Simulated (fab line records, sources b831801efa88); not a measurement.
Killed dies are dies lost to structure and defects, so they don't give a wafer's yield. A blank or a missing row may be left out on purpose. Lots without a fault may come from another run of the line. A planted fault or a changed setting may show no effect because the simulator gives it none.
Which tool did it? | flow gf180mcu | 6 lots, 18 wafers sampled, at 4 steps of a route of 602

WHAT THE GAUGES READ, wafer by wafer
GF_DUAL_GATE_THK_MEAS_03.
lot  | measured     | on            | DUAL_GATE_OXIDATION_00_THK (nm)
L383 | day 8 00:57  | film_metro-01 | 10.77 10.79 10.73
L386 | day 8 16:53  | film_metro-03 | 8.98 9.16 9.09
L391 | day 10 01:04 | film_metro-03 | 8.98 8.85 8.93
L397 | day 11 19:59 | film_metro-01 | 10.94 10.88 10.78
L399 | day 12 11:59 | film_metro-03 | 11.05 11.04 10.95
L405 | day 14 04:32 | film_metro-03 | 11.06 11.11 10.99

WHICH TOOL RAN EACH LOT (tool, then ch and the chambers of the sampled wafers, then the start)
lot  | GF_STI_ETCH_14                  | GF_VT_IMPLANT_STRIP_09               | GF_DUAL_GATE_OXIDATION_02
L383 | rie_si-02 ch 0,3, day 2 07:37   | plasma_asher-04 ch 1, day 6 00:17    | furnace-02 ch 0, day 7 23:30
L386 | rie_si-01 ch 0,2,3, day 2 22:22 | plasma_asher-03 ch 0,1, day 6 15:23  | furnace-02 ch 0, day 8 15:26
L391 | rie_si-01 ch 1,3, day 3 23:46   | plasma_asher-02 ch 1, day 7 19:58    | furnace-02 ch 0, day 9 23:36
L397 | rie_si-02 ch 0,3, day 5 06:29   | plasma_asher-04 ch 0,1, day 9 10:36  | furnace-01 ch 0, day 11 18:33
L399 | rie_si-02 ch 0,2,3, day 5 17:14 | plasma_asher-03 ch 0,1, day 10 00:19 | furnace-02 ch 0, day 12 10:32
L405 | rie_si-01 ch 0,1,3, day 7 01:34 | plasma_asher-04 ch 0,1, day 11 15:10 | furnace-02 ch 0, day 14 03:06
- GF_STI_ETCH_14: etches Si in HBr/Cl2/O2, target depth 360 nm, time 102.9 s.
- GF_VT_IMPLANT_STRIP_09: strips in O2/N2.
- GF_DUAL_GATE_OXIDATION_02: stabilise 600 s, purge 300 s, target thk 10.887 nm.

THE ANSWER, worked out from the rows above alone
Rule: what is usual is taken from the lots themselves. Put in order of their means at a reading, lots are off if they are a third of the lots or fewer, leave a main group of 4 or more, and stand apart from it by a gap of 3 or more times the standard deviation of the main group's means; of several such gaps the widest counts. A main group whose means are all the same, to the digits that the tables above print for the reading, isn't used. A lot without any number at a reading at which 4 lots or more have one is off too. The other lots that the step has rows for count as sound.
Off: L386, L391, at GF_DUAL_GATE_THK_MEAS_03 (DUAL_GATE_OXIDATION_00_THK). The main group: mean 10.92 nm, standard deviation 0.12.
A tool fits if, at a process step before that reading, it ran every lot that is off, and no sound lot after the first of them. The gauges at GF_DUAL_GATE_THK_MEAS_03 are tried like those tools. None of those tried fits.

WHAT THE SIMULATOR HAD PUT IN
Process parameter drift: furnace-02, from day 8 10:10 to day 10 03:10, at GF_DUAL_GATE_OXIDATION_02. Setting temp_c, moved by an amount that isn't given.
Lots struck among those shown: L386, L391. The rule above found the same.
